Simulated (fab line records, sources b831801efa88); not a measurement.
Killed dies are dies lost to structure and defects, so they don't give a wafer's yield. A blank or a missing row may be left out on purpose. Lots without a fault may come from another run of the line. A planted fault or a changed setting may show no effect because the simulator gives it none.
Which tool did it? | flow sky130 | 12 lots, 36 wafers sampled, at 5 steps of a route of 708

WHAT THE GAUGES READ, wafer by wafer
The record holds no reading of a measuring or inspecting step that can be judged against a usual standard deviation.

WHICH TOOL RAN EACH LOT (tool, then ch and the chambers of the sampled wafers, then the start)
lot  | SKY_VIA1_CMP_02               | SKY_VIA1_CVD_21               | SKY_METAL2_SPUTTER_04        | SKY_METAL2_METAL_ETCH_19          | SKY_PAD_OPEN_PROBE_99
L515 | cmp-02 ch 0,2, day 32 17:09   | cvd_w-01 ch 0,1, day 33 20:32 | pvd_sputter-02, day 33 21:11 | rie_metal-04 ch 0,1, day 35 01:01 | prober-02, day 45 19:27
L516 | cmp-02 ch 0,1,3, day 33 08:46 | cvd_w-01 ch 0,1, day 34 12:34 | pvd_sputter-02, day 34 13:13 | rie_metal-04 ch 0,1, day 35 16:07 | -
L517 | cmp-01 ch 0,3, day 33 14:42   | cvd_w-02 ch 0,1, day 34 19:11 | pvd_sputter-01, day 34 19:50 | rie_metal-02 ch 1, day 35 22:16   | -
L520 | cmp-02 ch 0,2,3, day 34 14:34 | cvd_w-02 ch 1, day 35 18:20   | pvd_sputter-03, day 35 19:05 | rie_metal-01 ch 0,1, day 36 21:34 | -
L519 | cmp-01 ch 0,1,3, day 34 17:07 | cvd_w-02 ch 1, day 35 21:06   | pvd_sputter-02, day 35 21:48 | rie_metal-02 ch 0,1, day 36 23:30 | -
L521 | cmp-01 ch 0,1,2, day 35 02:37 | cvd_w-02 ch 0,1, day 36 05:40 | pvd_sputter-03, day 36 06:20 | rie_metal-02 ch 1, day 37 09:16   | prober-02, day 47 16:37
L522 | cmp-02 ch 1,2, day 35 08:04   | cvd_w-02 ch 0,1, day 36 11:01 | pvd_sputter-03, day 36 11:41 | rie_metal-02 ch 1, day 37 14:15   | -
L524 | cmp-01 ch 0,1,2, day 35 19:58 | cvd_w-01 ch 0,1, day 36 23:28 | pvd_sputter-03, day 37 00:17 | rie_metal-04 ch 0, day 38 02:40   | -
L525 | cmp-02 ch 0,2,3, day 36 04:19 | cvd_w-01 ch 0,1, day 37 07:46 | pvd_sputter-02, day 37 08:44 | rie_metal-04 ch 0,1, day 38 11:34 | prober-01, day 48 10:26
L526 | cmp-02 ch 0,2,3, day 36 14:14 | cvd_w-02 ch 0,1, day 37 17:47 | pvd_sputter-01, day 37 18:25 | rie_metal-04 ch 0,1, day 38 19:53 | prober-02, day 48 15:54
L529 | cmp-01 ch 0,1,2, day 37 06:13 | cvd_w-02 ch 0,1, day 38 09:58 | pvd_sputter-01, day 38 10:37 | rie_metal-01 ch 1, day 39 12:01   | -
L537 | cmp-01 ch 0,2,3, day 39 21:52 | cvd_w-01 ch 1, day 40 23:35   | pvd_sputter-03, day 41 00:16 | rie_metal-04 ch 0,1, day 42 00:28 | prober-01, day 50 22:12
- SKY_VIA1_CMP_02: polishes SiO2.
- SKY_VIA1_CVD_21: deposits W, target thk 270 nm, time 80.902 s.
- SKY_METAL2_SPUTTER_04: material TiN, target thk 70 nm, time 58.3 s.
- SKY_METAL2_METAL_ETCH_19: etches the open film in Cl2/BCl3, stops on SiO2, target depth 360 nm, time 78 s.
- SKY_PAD_OPEN_PROBE_99

WHAT THE TOOLS THEMSELVES READ (means of the sampled wafers that have a number; where no wafer has one, the mark that the record gives instead)
SKY_VIA1_CMP_02. Usual: motor_current_A 12.2 A, standard deviation 0.94.
lot  | tool   | motor_current_A (A) | flag
L515 | cmp-02 | 12.6                |
L516 | cmp-02 | 12.6                |
L517 | cmp-01 | 11.9                |
L520 | cmp-02 | 12.2                |
L519 | cmp-01 | 11.6                |
L521 | cmp-01 | 12.2                |
L522 | cmp-02 | 12.2                |
L524 | cmp-01 | 12.2                |
L525 | cmp-02 | 12.1                |
L526 | cmp-02 | 12.2                |
L529 | cmp-01 | 12.5                |
L537 | cmp-01 | 12.8                |

SKY_VIA1_CVD_21. Usual: heater_power_w 841 W, standard deviation 79.
lot  | tool     | heater_power_w (W) | flag
L515 | cvd_w-01 | 750                |
L516 | cvd_w-01 | 764                |
L517 | cvd_w-02 | 934                |
L520 | cvd_w-02 | 951                |
L519 | cvd_w-02 | 946                |
L521 | cvd_w-02 | 924                |
L522 | cvd_w-02 | 936                |
L524 | cvd_w-01 | 766                |
L525 | cvd_w-01 | 764                |
L526 | cvd_w-02 | 917                |
L529 | cvd_w-02 | 929                |
L537 | cvd_w-01 | 784                |

SKY_METAL2_SPUTTER_04. Usual: chamber_pressure_pa 0.4000 Pa, standard deviation 0.00073; throttle_valve_pct 30.3 %, standard deviation 0.84.
lot  | tool           | chamber_pressure_pa (Pa) | throttle_valve_pct (%) | flag
L515 | pvd_sputter-02 | 0.4004                   | 31.2                   |
L516 | pvd_sputter-02 | 0.4002                   | 31.1                   |
L517 | pvd_sputter-01 | 0.3991                   | 30.9                   |
L520 | pvd_sputter-03 | 0.4006                   | 30.2                   |
L519 | pvd_sputter-02 | 0.4000                   | 31.0                   |
L521 | pvd_sputter-03 | 0.3997                   | 29.9                   |
L522 | pvd_sputter-03 | 0.4002                   | 30.2                   |
L524 | pvd_sputter-03 | 0.3998                   | 30.3                   |
L525 | pvd_sputter-02 | 0.4004                   | 31.2                   |
L526 | pvd_sputter-01 | 0.3999                   | 29.2                   |
L529 | pvd_sputter-01 | 0.3999                   | 29.8                   |
L537 | pvd_sputter-03 | 0.3851                   | 30.9                   | OFF

SKY_METAL2_METAL_ETCH_19. Usual: drypump_motor_current_A 5.3 A, standard deviation 0.5; oes_product_au 0.854 a.u., standard deviation 0.0056; throttle_valve_pct 22.265 %, standard deviation 0.0081.
lot  | tool         | drypump_motor_current_A (A) | oes_product_au (a.u.) | throttle_valve_pct (%) | flag
L515 | rie_metal-04 | 4.8                         | 0.847                 | 22.263                 |
L516 | rie_metal-04 | 4.8                         | 0.853                 | 22.263                 |
L517 | rie_metal-02 | 5.9                         | 0.856                 | 22.265                 |
L520 | rie_metal-01 | 5.6                         | 0.852                 | 22.267                 |
L519 | rie_metal-02 | 5.5                         | 0.859                 | 22.269                 |
L521 | rie_metal-02 | 5.9                         | 0.856                 | 22.265                 |
L522 | rie_metal-02 | 5.9                         | 0.859                 | 22.265                 |
L524 | rie_metal-04 | 4.9                         | 0.848                 | 22.267                 |
L525 | rie_metal-04 | 4.8                         | 0.856                 | 22.265                 |
L526 | rie_metal-04 | 4.8                         | 0.854                 | 22.255                 |
L529 | rie_metal-01 | 5.0                         | 0.853                 | 22.261                 |
L537 | rie_metal-04 | 4.8                         | 0.857                 | 22.266                 |

SKY_PAD_OPEN_PROBE_99. Usual: defect_limited_yield 83.0 %, standard deviation 2; killed_at_M0_to_M3 43, standard deviation 7.1; killed_at_M4_up 3.1, standard deviation 1.7; killed_at_contacts 23, standard deviation 5.1; killed_at_front_end 14, standard deviation 4.4; killed_at_other 0.3, standard deviation 0.47; killed_dies 84, standard deviation 9.9; killed_open 45, standard deviation 6.6; killed_short 38, standard deviation 6.8; sort_bin_3_pad_short 0.8 %, standard deviation 0.4; sort_bin_5_function 10.1 %, standard deviation 1.4; sort_bin_6_memory 6.1 %, standard deviation 1.2; sort_n_pass 408, standard deviation 9.9; sort_yield_pct 83.0 %, standard deviation 2.
lot  | tool      | defect_limited_yield (%) | killed_at_M0_to_M3 | killed_at_M4_up | killed_at_contacts | killed_at_front_end | killed_at_other | killed_dies | killed_open | killed_short | sort_bin_3_pad_short (%) | sort_bin_5_function (%) | sort_bin_6_memory (%) | sort_n_pass | sort_yield_pct (%) | flag
L515 | prober-02 | 84.8                     | 40                 | 1.7             | 21                 | 12                  | 0.0             | 75          | 42          | 33           | 0.3                      | 9.6                     | 5.2                   | 417         | 84.8               |
L521 | prober-02 | 82.1                     | 42                 | 3.3             | 25                 | 18                  | 0.3             | 88          | 45          | 43           | 0.8                      | 10.5                    | 6.6                   | 404         | 82.1               |
L525 | prober-01 | 83.2                     | 42                 | 4.0             | 26                 | 11                  | 0.3             | 83          | 44          | 39           | 0.3                      | 10.3                    | 6.2                   | 409         | 83.2               |
L526 | prober-02 | 81.8                     | 47                 | 4.0             | 23                 | 16                  | 0.0             | 89          | 47          | 42           | 1.1                      | 10.0                    | 7.0                   | 403         | 81.8               |
L537 | prober-01 | 80.5                     | 50                 | 4.0             | 28                 | 14                  | 0.0             | 96          | 53          | 43           | 1.1                      | 11.6                    | 6.8                   | 396         | 80.5               |

THE ANSWER, worked out from the rows above alone
Rule: a lot is off if the mean of its wafers that have a number lies more than 3 standard deviations from the usual mean. A lot without any number at a reading at which 4 lots or more have one is off too. The other lots that the step has rows for count as sound. The gauges are gone through in route order, then the tools' own readings, and for those a lot's mean is taken as printed above. The first step at which some lot is off is used, and at that step the reading that is off furthest; a lot without a number counts as furthest.
Off: L537, at SKY_METAL2_SPUTTER_04 (chamber_pressure_pa).
A tool fits if, at that step or a process step before it, it ran every lot that is off, and no sound lot after the first of them. Can't be told from this: 3 tools fit, cmp-01 at SKY_VIA1_CMP_02, cvd_w-01 at SKY_VIA1_CVD_21, pvd_sputter-03 at SKY_METAL2_SPUTTER_04.

WHAT THE SIMULATOR HAD PUT IN
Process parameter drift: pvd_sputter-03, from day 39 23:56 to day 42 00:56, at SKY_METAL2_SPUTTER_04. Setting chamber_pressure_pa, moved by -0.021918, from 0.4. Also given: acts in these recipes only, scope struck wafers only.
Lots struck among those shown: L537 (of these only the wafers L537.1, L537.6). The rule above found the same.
